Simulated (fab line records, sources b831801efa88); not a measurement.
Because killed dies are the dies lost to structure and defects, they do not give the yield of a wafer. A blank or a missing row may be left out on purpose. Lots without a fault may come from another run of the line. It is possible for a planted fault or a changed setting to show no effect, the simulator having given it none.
Which tool was responsible? -- flow sfq line -- 14 lots with 42 wafers sampled at 2 steps, on a route of 325 steps

WHAT THE GAUGES READ, wafer by wafer
SFQ_M2_RS_MEAS_914: a four-point-probe measurement.
lot,measured,on,M2_NB_RS (ohm/sq)
L864,day 25 20:47,film metro-03,0.894 0.901 0.895
L866,day 26 08:46,film metro-01,0.882 0.872 0.890
L867,day 26 17:11,film metro-04,0.894 0.881 0.880
L868,day 28 10:00,film metro-04,0.877 0.885 0.877
L871,day 29 07:00,film metro-04,0.897 0.903 0.905
L872,day 29 16:37,film metro-01,0.893 0.899 0.899
L873,day 29 19:00,film metro-03,0.898 0.894 0.887
L874,day 30 02:56,film metro-03,0.887 0.886 0.882
L877,day 31 06:35,film metro-04,0.894 0.893 0.885
L881,day 32 09:22,film metro-01,0.893 0.467 0.470
L882,day 33 02:44,film metro-03,0.898 0.881 0.471
L885,day 35 05:21,film metro-03,0.906 0.900 0.901
L886,day 35 16:25,film metro-01,0.894 0.882 0.883
L887,day 36 05:20,film metro-04,0.883 0.892 0.891

WHICH TOOL RAN EACH LOT (tool, then ch and the chambers of the sampled wafers, then the start)
lot,SFQ_TRILAYER_M2_DEP_SPUTTER_055
L864,"pvd sputter-04, day 25 20:40"
L866,"pvd sputter-06, day 26 08:41"
L867,"pvd sputter-04, day 26 17:04"
L868,"pvd sputter-06, day 28 09:55"
L871,"pvd sputter-03, day 29 06:55"
L872,"pvd sputter-06, day 29 16:31"
L873,"pvd sputter-04, day 29 18:55"
L874,"pvd sputter-03, day 30 02:50"
L877,"pvd sputter-04, day 31 06:27"
L881,"pvd sputter-06, day 32 09:17"
L882,"pvd sputter-06, day 33 02:38"
L885,"pvd sputter-03, day 35 05:14"
L886,"pvd sputter-06, day 35 16:20"
L887,"pvd sputter-04, day 36 05:13"
- SFQ_TRILAYER_M2_DEP_SPUTTER_055: material Nb, target thk 200 nm, time 133.3 s.

AS READ BY THE TOOLS THEMSELVES (means over the sampled wafers that have a number; for cases with no such wafer, the mark the record gives instead)
SFQ_TRILAYER_M2_DEP_SPUTTER_055.
lot,tool,chamber pressure pa (Pa),substrate temp c (C),throttle valve pct (%)
L864,pvd sputter-04,0.13335,20.07,31.3
L866,pvd sputter-06,0.13312,20.06,30.1
L867,pvd sputter-04,0.13353,19.90,31.2
L868,pvd sputter-06,0.13333,19.95,29.6
L871,pvd sputter-03,0.13308,19.97,29.5
L872,pvd sputter-06,0.13324,19.96,29.7
L873,pvd sputter-04,0.13335,19.98,31.7
L874,pvd sputter-03,0.13337,19.94,29.7
L877,pvd sputter-04,0.13330,19.89,30.5
L881,pvd sputter-06,0.13321,20.02,30.5
L882,pvd sputter-06,0.13309,20.02,29.6
L885,pvd sputter-03,0.13337,19.99,29.5
L886,pvd sputter-06,0.13359,19.94,29.9
L887,pvd sputter-04,0.13296,19.99,30.7

THE ANSWER, worked out from the rows above alone
Rule: the usual values come from the lots themselves. The widest of any qualifying gaps counts: lots, ordered by their means at a reading, are off when they make up no more than a third of the lots, leave a main group of 4 or more, and stand apart from it by 3 or more times the standard deviation of that group's means. A main group is skipped when, at the precision printed for the reading in the tables above, its means are all equal. Also off: a lot with no number at a reading for which 4 or more lots have one. Any other lot the step has rows for is counted as sound. First the gauges in route order, then the tools' own readings, where a lot's mean is used as printed above. The first step at which some lot is off is used, and at that step the reading that is off furthest; a lot without a number counts as furthest.
Off: L881, L882, at SFQ_M2_RS_MEAS_914 (M2_NB_RS). For the main group the mean is 0.891 ohm/sq and the standard deviation 0.0073.
If a tool, at a process step before that reading, ran all the lots that are off and no sound lot after the first of them, it fits. The gauges at SFQ_M2_RS_MEAS_914 are tried like those tools. Of those tried, none fits.

WHAT THE SIMULATOR PUT IN
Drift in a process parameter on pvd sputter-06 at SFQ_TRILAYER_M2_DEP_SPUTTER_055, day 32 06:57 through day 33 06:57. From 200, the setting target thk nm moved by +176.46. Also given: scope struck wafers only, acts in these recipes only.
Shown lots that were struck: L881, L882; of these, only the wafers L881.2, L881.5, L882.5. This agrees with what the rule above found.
